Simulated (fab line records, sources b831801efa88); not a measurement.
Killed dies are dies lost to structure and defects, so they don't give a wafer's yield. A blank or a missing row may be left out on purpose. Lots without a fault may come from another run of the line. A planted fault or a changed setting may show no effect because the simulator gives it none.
A struck lot beside a sound one | flow gf180mcu | 43 steps out of a route of 602
Sound: wafers L918.3, L918.5, L918.6. Struck: wafers L931.2, L931.5. (L931.3 of the same lot was not struck and is left out.) The cause comes at the end.
At each step with rows: each side's tool, then ch and its chambers, then its first start. Under that, the readings that differ: sound wafers | struck wafers | difference of the means | sigmas: that difference in standard deviations of wafers without a fault.
alike: readings whose means differ by less than 2 such deviations, and words and numbers that are the same on both sides. not compared: withheld readings, readings that some wafer has no value for, bounds like >300 that may hide the same value, and numbers for which the record gives no deviation and whose values overlap.
The two part at a step that has a row with sigmas, a row that says differs or no value, or rows on one side only. Numbers that don't overlap but have no deviation are shown without sigmas and don't part them. A reading that every wafer of one side lacks parts them only if that side has two wafers or more.

GF_HV_LDD_STRIP_37: strips in O2/N2.
  sound on plasma_asher-03 ch 0,1, day 13 04:53; struck on plasma_asher-03 ch 0,1, day 17 09:03
  alike: drypump_motor_current_A, heater_power_w, oes_product_au, strip_time_to_endpoint_s
  not compared: rf_hours_counter_h
GF_HV_LDD_TW_MEAS_38:
  sound on film_metro-01, day 13 04:58; struck on film_metro-03, day 17 09:10
  alike: HV_LDD_3_TW
then, 7 steps without rows for these wafers: GF_HV_LDD_DEHYDRATE_39 (time 60 s); GF_HV_LDD_HMDS_40 (prime time 60 s); GF_HV_LDD_COAT_41 (resist thk 1000 nm); GF_HV_LDD_SOFTBAKE_42 (time 60 s); GF_HV_LDD_EXPOSE_43 (exposes mask Pplus HV AREA, target cd 400 nm); GF_HV_LDD_PEB_44; GF_HV_LDD_DEVELOP_45 (develop time 60 s).
GF_HV_LDD_CD_MEAS_46: target cd 400 nm.
  sound on cd_sem-01, day 14 01:11; struck on cd_sem-01, day 18 08:22
  alike: cd_nm
GF_HV_LDD_OVL_MEAS_47:
  sound on overlay-01, day 14 01:16; struck on overlay-01, day 18 08:29
  alike: HV_LDD_03_OVL
then, 1 step without rows for these wafers: GF_HV_LDD_IMPLANT_48.
GF_HV_LDD_STRIP_49: strips in O2/N2.
  sound on plasma_asher-02 ch 0,1, day 14 01:29; struck on plasma_asher-03 ch 0, day 18 08:40
  reading                      | sound             | struck      | difference | sigmas
  heater_power_w (W)           | 350 357 356       | 277 279     | -76        | -2
  strip_time_to_endpoint_s (s) | 12.64 12.69 12.64 | 12.53 12.61 | -0.09      | -2
  alike: drypump_motor_current_A, oes_product_au
  not compared: rf_hours_counter_h
GF_HV_LDD_TW_MEAS_50:
  sound on film_metro-01, day 14 01:34; struck on film_metro-01, day 18 08:46
  alike: HV_LDD_4_TW
then, 1 step without rows for these wafers: GF_HV_LDD_CLEAN_51 (cleans in SC1/SC2, time 150 s).
GF_HV_LDD_RTA_52: time 10 s.
  sound on rtp_anneal-02 ch 0, day 14 01:42; struck on rtp_anneal-01 ch 0, day 18 08:53
  alike: lamp_power_pct, wafer_temp_C_max
GF_HV_LDD_RS_MEAS_53: measures by four-point-probe.
  sound on film_metro-01, day 14 01:50; struck on film_metro-03, day 18 08:57
  alike: HV_LDD_RS
then, 1 step without rows for these wafers: GF_HV_LDD_CVD_54 (deposits SiO2 from TEOS, target thk 10 nm, time 75 s).
GF_HV_LDD_THK_MEAS_55:
  sound on film_metro-01, day 14 02:57; struck on film_metro-03, day 18 10:05
  reading                | sound             | struck     | difference | sigmas
  HV_LDD_CVD_54_THK (nm) | 10.33 10.43 10.34 | 9.99 10.06 | -0.34      | -3
then, 1 step without rows for these wafers: GF_HV_LDD_CVD_56 (deposits Si3N4 from DCS/NH3, target thk 90 nm, time 1543 s).
GF_HV_LDD_THK_MEAS_57:
  sound on film_metro-01, day 14 04:26; struck on film_metro-01, day 18 12:00
  alike: HV_LDD_CVD_56_THK
GF_HV_LDD_ETCHBACK_58: etches Si3N4 in CH3F/O2, stops on SiO2, time 100 s, target depth 90 nm.
  sound on rie_diel-03 ch 0,2,3, day 14 04:29; struck on rie_diel-03 ch 0,3, day 18 12:03
  alike: drypump_motor_current_A, oes_product_au, throttle_valve_pct
  not compared: rf_hours_counter_h
then, 7 steps without rows for these wafers: GF_NSD_DEHYDRATE_00 (time 60 s); GF_NSD_HMDS_01 (prime time 60 s); GF_NSD_COAT_02 (resist thk 1000 nm); GF_NSD_SOFTBAKE_03 (time 60 s); GF_NSD_EXPOSE_04 (exposes mask Nplus, target cd 400 nm); GF_NSD_PEB_05; GF_NSD_DEVELOP_06 (develop time 60 s).
GF_NSD_CD_MEAS_07: target cd 400 nm.
  sound on cd_sem-02, day 15 01:23; struck on cd_sem-02, day 19 12:04
  alike: cd_nm
GF_NSD_OVL_MEAS_08:
  sound on overlay-02, day 15 01:29; struck on overlay-02, day 19 12:11
  alike: NSD_OVL
then, 2 steps without rows for these wafers: GF_NSD_IMPLANT_09; GF_NSD_IMPLANT_10.
GF_NSD_STRIP_11: strips in O2/N2.
  sound on plasma_asher-02 ch 0,1, day 15 01:50; struck on plasma_asher-03 ch 0,1, day 19 12:31
  alike: drypump_motor_current_A, heater_power_w, oes_product_au, strip_time_to_endpoint_s
  not compared: rf_hours_counter_h
GF_NSD_TW_MEAS_12:
  sound on film_metro-04, day 15 01:55; struck on film_metro-01, day 19 12:37
  reading | sound          | struck    | difference | sigmas
  NSD_TW  | 4294 4264 4261 | 4188 4182 | -88        | -2
then, 7 steps without rows for these wafers: GF_PSD_DEHYDRATE_00 (time 60 s); GF_PSD_HMDS_01 (prime time 60 s); GF_PSD_COAT_02 (resist thk 1000 nm); GF_PSD_SOFTBAKE_03 (time 60 s); GF_PSD_EXPOSE_04 (exposes mask Pplus, target cd 400 nm); GF_PSD_PEB_05; GF_PSD_DEVELOP_06 (develop time 60 s).
-- the record jumps here: 14 days lie between the struck wafers' starts before and after (it left off in module PSD and takes up again in module PASSIVATION, whose first step shown is number 602 of the route) --
GF_PASSIVATION_PROBE_99:
  the record has rows for the struck wafers here (prober-02, day 33 23:08) and none for the sound ones

WHERE THEY PART
First at GF_HV_LDD_STRIP_49; last, within this record, at GF_PASSIVATION_PROBE_99.

WHY: what the simulator had put in
Chamber particle source: plasma_asher-03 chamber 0, from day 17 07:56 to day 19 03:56, at GF_HV_LDD_STRIP_49. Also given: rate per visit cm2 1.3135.
